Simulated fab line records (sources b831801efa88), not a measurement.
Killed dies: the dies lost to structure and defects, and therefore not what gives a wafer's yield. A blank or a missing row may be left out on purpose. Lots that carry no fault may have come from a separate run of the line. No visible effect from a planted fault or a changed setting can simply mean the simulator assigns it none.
Which tool did it? / flow gf180mcu / 36 wafers from 12 lots sampled at 5 of the route's 602 steps

WHAT THE GAUGES SHOWED, per wafer
GF_V1_RS_MEAS_24: the measuring method here is four-point-probe. Usual: V1_W_RS typically reads 0.328 ohm/sq, with standard deviation 0.0038.
lot=L677; measured=day 18 03:14; on=film_metro-04; V1_W_RS (ohm/sq)=0.332 0.332 0.325; flag=
lot=L678; measured=day 18 13:31; on=film_metro-03; V1_W_RS (ohm/sq)=0.320 0.324 0.324; flag=
lot=L681; measured=day 19 17:34; on=film_metro-03; V1_W_RS (ohm/sq)=0.323 0.331 0.329; flag=
lot=L684; measured=day 20 10:26; on=film_metro-03; V1_W_RS (ohm/sq)=0.328 0.323 0.329; flag=
lot=L686; measured=day 21 07:44; on=film_metro-03; V1_W_RS (ohm/sq)=0.327 0.326 0.323; flag=
lot=L687; measured=day 21 22:02; on=film_metro-03; V1_W_RS (ohm/sq)=0.330 0.331 0.330; flag=
lot=L688; measured=day 22 00:31; on=film_metro-03; V1_W_RS (ohm/sq)=0.330 0.329 0.331; flag=
lot=L689; measured=day 22 14:13; on=film_metro-04; V1_W_RS (ohm/sq)=0.330 0.331 0.326; flag=
lot=L690; measured=day 22 20:56; on=film_metro-03; V1_W_RS (ohm/sq)=0.333 0.328 0.331; flag=
lot=L691; measured=day 23 04:26; on=film_metro-01; V1_W_RS (ohm/sq)=0.331 0.335 0.326; flag=
lot=L698; measured=day 25 15:03; on=film_metro-04; V1_W_RS (ohm/sq)=0.332 0.327 0.336; flag=
lot=L699; measured=day 26 02:16; on=film_metro-01; V1_W_RS (ohm/sq)=0.318 0.323 0.318; flag=

GF_M4_CD_MEAS_14: target cd 280 nm. Usual: cd_nm reads 279.7 nm (standard deviation 1.3).
lot=L677; measured=day 23 09:44; on=cd_sem-01; cd_nm (nm)=279.1 279.0 278.9; flag=
lot=L678; measured=day 23 17:49; on=cd_sem-01; cd_nm (nm)=279.3 278.9 279.8; flag=
lot=L681; measured=day 24 20:41; on=cd_sem-01; cd_nm (nm)=283.6 282.0 281.5; flag=
lot=L684; measured=day 25 09:51; on=cd_sem-01; cd_nm (nm)=276.5 277.7 277.3; flag=
lot=L686; measured=day 26 07:09; on=cd_sem-02; cd_nm (nm)=278.7 278.8 278.1; flag=
lot=L687; measured=day 26 18:47; on=cd_sem-01; cd_nm (nm)=280.4 280.1 280.8; flag=
lot=L688; measured=day 27 02:11; on=cd_sem-02; cd_nm (nm)=280.0 279.6 279.2; flag=
lot=L689; measured=day 27 10:23; on=cd_sem-02; cd_nm (nm)=281.6 281.2 281.2; flag=
lot=L690; measured=day 27 14:44; on=cd_sem-01; cd_nm (nm)=278.5 267.3 278.6; flag=OFF
lot=L691; measured=day 28 00:23; on=cd_sem-02; cd_nm (nm)=268.5 280.1 268.5; flag=OFF
lot=L698; measured=day 30 02:37; on=cd_sem-02; cd_nm (nm)=280.5 279.7 279.9; flag=
lot=L699; measured=day 30 09:38; on=cd_sem-02; cd_nm (nm)=279.2 279.9 279.9; flag=

GF_V5_CD_MEAS_14: target cd 260 nm. Usual: cd_nm reads 260.2 nm (standard deviation 1.3).
lot=L677; measured=day 27 05:16; on=cd_sem-02; cd_nm (nm)=260.5 260.1 260.2; flag=
lot=L678; measured=day 27 10:46; on=cd_sem-01; cd_nm (nm)=258.3 258.5 260.4; flag=
lot=L681; measured=day 28 12:14; on=cd_sem-02; cd_nm (nm)=261.5 261.3 259.6; flag=
lot=L684; measured=day 29 01:40; on=cd_sem-02; cd_nm (nm)=259.2 259.8 259.7; flag=
lot=L686; measured=day 29 20:45; on=cd_sem-01; cd_nm (nm)=259.3 261.0 261.2; flag=
lot=L687; measured=day 30 05:47; on=cd_sem-02; cd_nm (nm)=258.8 259.4 258.7; flag=
lot=L688; measured=day 30 15:56; on=cd_sem-02; cd_nm (nm)=260.3 258.7 260.8; flag=
lot=L689; measured=day 30 19:59; on=cd_sem-01; cd_nm (nm)=261.2 261.2 261.3; flag=
lot=L690; measured=day 30 22:47; on=cd_sem-01; cd_nm (nm)=259.9 260.5 258.8; flag=
lot=L691; measured=day 31 11:15; on=cd_sem-02; cd_nm (nm)=260.1 258.8 259.3; flag=
lot=L698; measured=day 33 04:04; on=cd_sem-01; cd_nm (nm)=258.6 258.8 258.8; flag=
lot=L699; measured=day 33 09:56; on=cd_sem-02; cd_nm (nm)=257.3 259.3 259.4; flag=

WHAT TOOL EACH LOT RAN ON (gives the tool, then ch and the chambers of the sampled wafers, and finally the start)
lot=L677; GF_M3_SPUTTER_02=pvd_sputter-02, day 20 07:49; GF_M4_EXPOSE_11=krf_scanner-01 ch 0, day 22 22:51
lot=L678; GF_M3_SPUTTER_02=pvd_sputter-01, day 20 17:23; GF_M4_EXPOSE_11=krf_scanner-01 ch 0, day 23 07:26
lot=L681; GF_M3_SPUTTER_02=pvd_sputter-01, day 21 21:58; GF_M4_EXPOSE_11=krf_scanner-02 ch 0, day 24 10:16
lot=L684; GF_M3_SPUTTER_02=pvd_sputter-01, day 22 13:02; GF_M4_EXPOSE_11=krf_scanner-01 ch 0, day 24 23:39
lot=L686; GF_M3_SPUTTER_02=pvd_sputter-04, day 23 10:16; GF_M4_EXPOSE_11=krf_scanner-01 ch 0, day 25 20:47
lot=L687; GF_M3_SPUTTER_02=pvd_sputter-01, day 23 23:36; GF_M4_EXPOSE_11=krf_scanner-01 ch 0, day 26 08:20
lot=L688; GF_M3_SPUTTER_02=pvd_sputter-04, day 24 07:54; GF_M4_EXPOSE_11=krf_scanner-01 ch 0, day 26 15:26
lot=L689; GF_M3_SPUTTER_02=pvd_sputter-02, day 24 15:47; GF_M4_EXPOSE_11=krf_scanner-02 ch 0, day 27 00:16
lot=L690; GF_M3_SPUTTER_02=pvd_sputter-01, day 24 20:38; GF_M4_EXPOSE_11=krf_scanner-01 ch 0, day 27 04:48
lot=L691; GF_M3_SPUTTER_02=pvd_sputter-01, day 25 06:40; GF_M4_EXPOSE_11=krf_scanner-01 ch 0, day 27 14:02
lot=L698; GF_M3_SPUTTER_02=pvd_sputter-01, day 27 12:52; GF_M4_EXPOSE_11=krf_scanner-02 ch 0, day 29 17:32
lot=L699; GF_M3_SPUTTER_02=pvd_sputter-04, day 27 21:10; GF_M4_EXPOSE_11=krf_scanner-02 ch 0, day 30 00:53
- GF_M3_SPUTTER_02: material AlCu, target thk 450 nm, time 23.9 s.
- GF_M4_EXPOSE_11: exposes mask Metal4, target cd 280 nm.

WHAT THE TOOLS THEMSELVES READ (means of the sampled wafers that have a number; where no wafer has one, the mark that the record gives instead)
GF_M3_SPUTTER_02. Usual: throttle_valve_pct reads 30.2 % (standard deviation 0.95).
lot=L677; tool=pvd_sputter-02; throttle_valve_pct (%)=29.3; flag=
lot=L678; tool=pvd_sputter-01; throttle_valve_pct (%)=30.6; flag=
lot=L681; tool=pvd_sputter-01; throttle_valve_pct (%)=30.0; flag=
lot=L684; tool=pvd_sputter-01; throttle_valve_pct (%)=30.9; flag=
lot=L686; tool=pvd_sputter-04; throttle_valve_pct (%)=29.8; flag=
lot=L687; tool=pvd_sputter-01; throttle_valve_pct (%)=30.8; flag=
lot=L688; tool=pvd_sputter-04; throttle_valve_pct (%)=30.4; flag=
lot=L689; tool=pvd_sputter-02; throttle_valve_pct (%)=29.5; flag=
lot=L690; tool=pvd_sputter-01; throttle_valve_pct (%)=30.0; flag=
lot=L691; tool=pvd_sputter-01; throttle_valve_pct (%)=31.1; flag=
lot=L698; tool=pvd_sputter-01; throttle_valve_pct (%)=30.5; flag=
lot=L699; tool=pvd_sputter-04; throttle_valve_pct (%)=29.8; flag=

GF_M4_EXPOSE_11. Usual: exposure_dose_mJ_cm2 27.956, standard deviation 0.029; reticle_temp_C 22.99 C, standard deviation 0.11; stage_vel_mm_s 499.97 mm/s, standard deviation 0.22.
lot=L677; tool=krf_scanner-01; exposure_dose_mJ_cm2=27.982; reticle_temp_C (C)=22.80; stage_vel_mm_s (mm/s)=500.01; flag=
lot=L678; tool=krf_scanner-01; exposure_dose_mJ_cm2=27.951; reticle_temp_C (C)=23.03; stage_vel_mm_s (mm/s)=500.04; flag=
lot=L681; tool=krf_scanner-02; exposure_dose_mJ_cm2=27.972; reticle_temp_C (C)=22.97; stage_vel_mm_s (mm/s)=499.98; flag=
lot=L684; tool=krf_scanner-01; exposure_dose_mJ_cm2=27.958; reticle_temp_C (C)=23.01; stage_vel_mm_s (mm/s)=499.98; flag=
lot=L686; tool=krf_scanner-01; exposure_dose_mJ_cm2=27.971; reticle_temp_C (C)=22.93; stage_vel_mm_s (mm/s)=499.75; flag=
lot=L687; tool=krf_scanner-01; exposure_dose_mJ_cm2=27.968; reticle_temp_C (C)=22.94; stage_vel_mm_s (mm/s)=500.36; flag=
lot=L688; tool=krf_scanner-01; exposure_dose_mJ_cm2=27.948; reticle_temp_C (C)=23.01; stage_vel_mm_s (mm/s)=499.82; flag=
lot=L689; tool=krf_scanner-02; exposure_dose_mJ_cm2=27.930; reticle_temp_C (C)=22.92; stage_vel_mm_s (mm/s)=500.02; flag=
lot=L690; tool=krf_scanner-01; exposure_dose_mJ_cm2=27.980; reticle_temp_C (C)=22.95; stage_vel_mm_s (mm/s)=500.06; flag=
lot=L691; tool=krf_scanner-01; exposure_dose_mJ_cm2=27.945; reticle_temp_C (C)=23.03; stage_vel_mm_s (mm/s)=500.16; flag=
lot=L698; tool=krf_scanner-02; exposure_dose_mJ_cm2=27.919; reticle_temp_C (C)=23.06; stage_vel_mm_s (mm/s)=499.60; flag=
lot=L699; tool=krf_scanner-02; exposure_dose_mJ_cm2=27.924; reticle_temp_C (C)=23.10; stage_vel_mm_s (mm/s)=499.97; flag=

THE ANSWER, worked out from the rows above alone
Rule: lot off if the mean of its wafers having a number is beyond 3 standard deviations from the usual mean. Also off: a lot with no number at a reading for which 4 or more lots have one. All remaining lots with rows at the step are treated as sound. First the gauges in route order, then the tools' own readings, where a lot's mean is used as printed above. The first step at which some lot is off is used, and at that step the reading that is off furthest; a lot without a number counts as furthest.
Off at GF_M4_CD_MEAS_14 (cd_nm): L690, L691.
A tool fits if, at a process step before that reading, it ran every lot that is off, and no sound lot after the first of them. Those tools and the gauges at GF_M4_CD_MEAS_14 are tried in the same way. One candidate fits, namely krf_scanner-01 at GF_M4_EXPOSE_11. Its last sound lot is L688 (day 26 15:26), its first lot that is off L690 (day 27 04:48): a fault that began between those two fits.

WHAT THE SIMULATOR HAD PUT IN
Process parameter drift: krf_scanner-01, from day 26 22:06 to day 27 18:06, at GF_M4_EXPOSE_11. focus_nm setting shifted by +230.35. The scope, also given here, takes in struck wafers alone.
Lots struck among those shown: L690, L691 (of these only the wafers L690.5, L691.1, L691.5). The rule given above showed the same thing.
